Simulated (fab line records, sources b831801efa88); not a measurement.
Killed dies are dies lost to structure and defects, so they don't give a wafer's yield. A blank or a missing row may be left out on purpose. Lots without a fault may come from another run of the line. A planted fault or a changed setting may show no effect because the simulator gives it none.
fab line records | flow sfq_line
record lots=7 wafers=21 last_day=83
route steps=325 shown I4@177 JJ@178
lots that met no fault: from a run of the same line without faults
start_h: hours from the record's first day to the start of the lot's first wafer shown | wait_h: hours since the lot's step before | " the same as in the row above | L1.1+2: a row that stands for several wafers | - no value, or no start given | * or withheld: withheld | < > ~ a bound
route shown NAME@n: a module of which the file shows steps, and the number in the route of the first | usual: mean/standard deviation of fault-free wafers | same: alike in all rows | chamber/n: place in a boat | sites: the reading at each site | _std_site: their standard deviation | _edge_site: outer sites' mean less inner sites' | radius_mm: how far each site lies from the wafer's centre | mask NAME#n: copy n | behind: the tool/chamber that last shaped the wafer | hold: why the lot was held/for how many hours/how that ended | device: the transistor (n, p or np) that didn't switch | end of line: the same wafers' tests at the end of the route | a step without rows: its recipe alone | killed: dies lost to structure and defects at the first sort, not the wafer's yield | map: a wafer's dies, x killed, . not, _ none there
set.NAME: the setting as run; set.NAME@STEP: as run at that earlier step | model.NAME: the simulator's own value behind a step, which no gauge read
lots at some steps of the route; a table a step, a row a wafer
services: from which hour (start_h, from the record's first day; less than 0 if before it) a tool's chamber was out of use, for how many hours, and why
## steps
# step SFQ_TRILAYER_I4_VIA_STRIP_SOLV_CLEAN_108
# recipe chemistry=NMP temp_c=70 time_s=600
# step SFQ_TRILAYER_JJ_TRILAYER_DEP_PRE_CLEAN_113
# recipe gas=Ar time_s=22.5 bias_v=250
# step SFQ_TRILAYER_JJ_TRILAYER_DEP_SPUTTER_109
# recipe material=Nb base_pressure_pa=1.33e-06 chamber_pressure_pa=0.1333 substrate_temp_c=20 target_thk_nm=150 power_w=2000 time_s=100
# usual throttle_valve_pct=29.8/1.5
# columns lot.wafer tool chamber start_h wait_h throttle_valve_pct
L307.1 pvd_sputter-05 - 1167.49 0.0 30.9
L307.4 " - " " 31.7
L307.5 " - " " 30.7
L308.1 pvd_sputter-04 - 1170.32 0.0 31.1
L308.2 " - " " 28.0
L308.4 " - " " 30.9
L322.3 pvd_sputter-03 - 1407.58 0.0 31.8
L322.4 " - " " 28.4
L322.6 " - " " 28.4
L323.2 pvd_sputter-05 - 1442.07 0.0 28.5
L323.3 " - " " 30.9
L323.4 " - " " 30.2
L324.2 pvd_sputter-04 - 1474.47 0.0 27.7
L324.3 " - " " 30.7
L324.5 " - " " 30.9
L326.1 pvd_sputter-04 - 1488.87 0.0 30.8
L326.2 " - " " 28.0
L326.6 " - " " 27.2
L328.2 pvd_sputter-04 - 1503.24 0.0 31.1
L328.4 " - " " 27.9
L328.6 " - " " 30.7
# step SFQ_TRILAYER_JJ_TRILAYER_DEP_SPUTTER_110
# recipe material=Al base_pressure_pa=1.33e-06 target_thk_nm=8 power_w=500 time_s=10 chamber_pressure_pa=0.4
# usual throttle_valve_pct=29.8/1.4
# columns lot.wafer tool chamber start_h wait_h throttle_valve_pct
L307.1 pvd_sputter-05 - 1167.56 0.0 30.7
L307.4 " - " " 32.0
L307.5 " - " " 30.9
L308.1 pvd_sputter-04 - 1170.39 0.0 31.3
L308.2 " - " " 28.3
L308.4 " - " " 30.7
L322.3 pvd_sputter-03 - 1407.65 0.0 31.6
L322.4 " - " " 28.3
L322.6 " - " " 28.4
L323.2 pvd_sputter-05 - 1442.14 0.0 28.3
L323.3 " - " " 30.8
L323.4 " - " " 30.4
L324.2 pvd_sputter-04 - 1474.54 0.0 28.1
L324.3 " - " " 30.7
L324.5 " - " " 30.9
L326.1 pvd_sputter-04 - 1488.94 0.0 30.8
L326.2 " - " " 28.1
L326.6 " - " " 27.6
L328.2 pvd_sputter-04 - 1503.31 0.0 31.3
L328.4 " - " " 27.9
L328.6 " - " " 30.5
# step SFQ_TRILAYER_JJ_TRILAYER_DEP_AL_OXIDATION_111
# recipe pressure_mbar=0.014667 oxidation_time_s=600 temperature_k=293
# step SFQ_TRILAYER_JJ_TRILAYER_DEP_SPUTTER_112
# recipe material=Nb base_pressure_pa=1.33e-06 chamber_pressure_pa=0.1333 substrate_temp_c=20 target_thk_nm=170 power_w=2000 time_s=113.3
# usual throttle_valve_pct=29.8/1.5
# columns lot.wafer tool chamber start_h wait_h throttle_valve_pct
L307.1 pvd_sputter-05 - 1168.58 0.5 31.0
L307.4 " - " " 32.0
L307.5 " - " " 31.1
L308.1 pvd_sputter-04 - 1171.41 0.5 31.2
L308.2 " - " " 28.3
L308.4 " - " " 31.1
L322.3 pvd_sputter-03 - 1408.68 0.5 31.9
L322.4 " - " " 28.1
L322.6 " - " " 28.2
L323.2 pvd_sputter-05 - 1443.16 0.5 28.0
L323.3 " - " " 30.9
L323.4 " - " " 30.1
L324.2 pvd_sputter-04 - 1475.56 0.5 27.9
L324.3 " - " " 30.8
L324.5 " - " " 30.7
L326.1 pvd_sputter-04 - 1489.96 0.5 31.0
L326.2 " - " " 28.1
L326.6 " - " " 27.1
L328.2 pvd_sputter-04 - 1504.33 0.5 31.3
L328.4 " - " " 28.2
L328.6 " - " " 30.6
# step SFQ_JJ_RS_MEAS_929
# recipe thk_meas_gauge=four-point-probe reads=Nb_of_TRILAYER_JJ_TRILAYER_DEP_SPUTTER_112
# usual JJ_NB_RS=1.051/0.012
# columns lot.wafer tool chamber start_h wait_h JJ_NB_RS[ohm/sq]
L307.1 film_metro-03 - 1168.66 0.0 1.049
L307.4 " - " " 1.050
L307.5 " - " " 1.038
L308.1 film_metro-02 - 1171.49 0.0 1.062
L308.2 " - " " 1.063
L308.4 " - " " 1.051
L322.3 film_metro-03 - 1408.80 0.1 1.051
L322.4 " - " " 1.063
L322.6 " - " " 1.057
L323.2 film_metro-02 - 1443.26 0.1 1.049
L323.3 " - " " 1.046
L323.4 " - " " 1.061
L324.2 film_metro-02 - 1475.66 0.1 1.045
L324.3 " - " " 1.054
L324.5 " - " " 1.054
L326.1 film_metro-04 - 1490.04 0.0 1.076
L326.2 " - " " 1.067
L326.6 " - " " 1.045
L328.2 film_metro-03 - 1504.43 0.1 1.063
L328.4 " - " " 1.064
L328.6 " - " " 1.064
# step SFQ_TRILAYER_JJ_CE_LITHO_COAT_119
# recipe resist=BARC spin_rpm=3000 resist_thk_nm=62
# step SFQ_TRILAYER_JJ_CE_LITHO_COAT_114
# recipe resist=KrF spin_rpm=3000 resist_thk_nm=600
# step SFQ_TRILAYER_JJ_CE_LITHO_SOFTBAKE_118
# recipe temp_c=withheld time_s=withheld resist=KrF
# step SFQ_TRILAYER_JJ_CE_LITHO_EXPOSE_115
# recipe mask_id=J5 na=0.6 source_shape=conventional sigma_outer=0.65 target_cd_nm=700 dose_mj=14.4
# step SFQ_TRILAYER_JJ_CE_LITHO_PEB_117
# recipe peb_temp_c=115 peb_time_s=60 resist=KrF
# usual chill_plate_temp_C=23.02/0.09 exhaust_pa=44.9/0.9
# columns lot.wafer tool chamber start_h wait_h chill_plate_temp_C exhaust_pa
L307.1 litho_track-02 0 1298.59 1.0 23.14 43.8
L307.4 " 0 " " 23.10 43.9
L307.5 " 0 " " 23.15 44.3
L308.1 litho_track-01 0 1300.99 1.0 23.28 45.3
L308.2 " 0 " " 23.20 44.5
L308.4 " 0 " " 23.03 44.9
L322.3 litho_track-02 - 1514.31 0.7 - -
L322.4 " - " " - -
L322.6 " - " " - -
L323.2 litho_track-01 - 1556.75 0.8 - -
L323.3 " - " " - -
L323.4 " - " " - -
L324.2 litho_track-02 - 1577.05 0.8 - -
L324.3 " - " " - -
L324.5 " - " " - -
L326.1 litho_track-03 0 1591.43 1.0 23.00 44.3
L326.2 " 0 " " 22.99 44.6
L326.6 " 0 " " 23.07 44.5
L328.2 litho_track-03 0 1603.87 0.8 22.96 46.8
L328.4 " 0 " " 23.18 45.7
L328.6 " 0 " " 23.11 46.3
# step SFQ_TRILAYER_JJ_CE_LITHO_DEVELOP_116
# recipe time_s=60 resist=KrF
## services
# columns tool chamber start_h hours kind
pvd_sputter-05 - 1256.87 4.1 repair
pvd_sputter-05 - 1279.63 54.3 repair
pvd_sputter-05 - 1291.66 1.2 repair
pvd_sputter-05 - 1328.50 5.1 repair
pvd_sputter-04 - 1379.86 0.6 repair
pvd_sputter-05 - 1394.72 10.5 repair
pvd_sputter-04 - 1406.95 2.3 repair
pvd_sputter-04 - 1425.00 1.3 repair
pvd_sputter-03 - 1441.77 6.0 repair
pvd_sputter-05 - 1510.74 3.7 repair
pvd_sputter-03 - 1540.05 1.8 repair
## key
first_sign step=SFQ_TRILAYER_JJ_CE_LITHO_PEB_117 reading=tool_record direction=missing
effect none on later readings
met_at SFQ_TRILAYER_JJ_CE_LITHO_PEB_117
struck_wafers L322.3,L322.4,L322.6,L323.2,L323.3,L323.4,L324.2,L324.3,L324.5
onset_between 1300.99 1514.31
fault kind=skipped_step_whole tool=litho_track-01,litho_track-02 chamber=- onset_h=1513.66 steps=SFQ_TRILAYER_JJ_CE_LITHO_PEB_117 scope=struck_lots_only
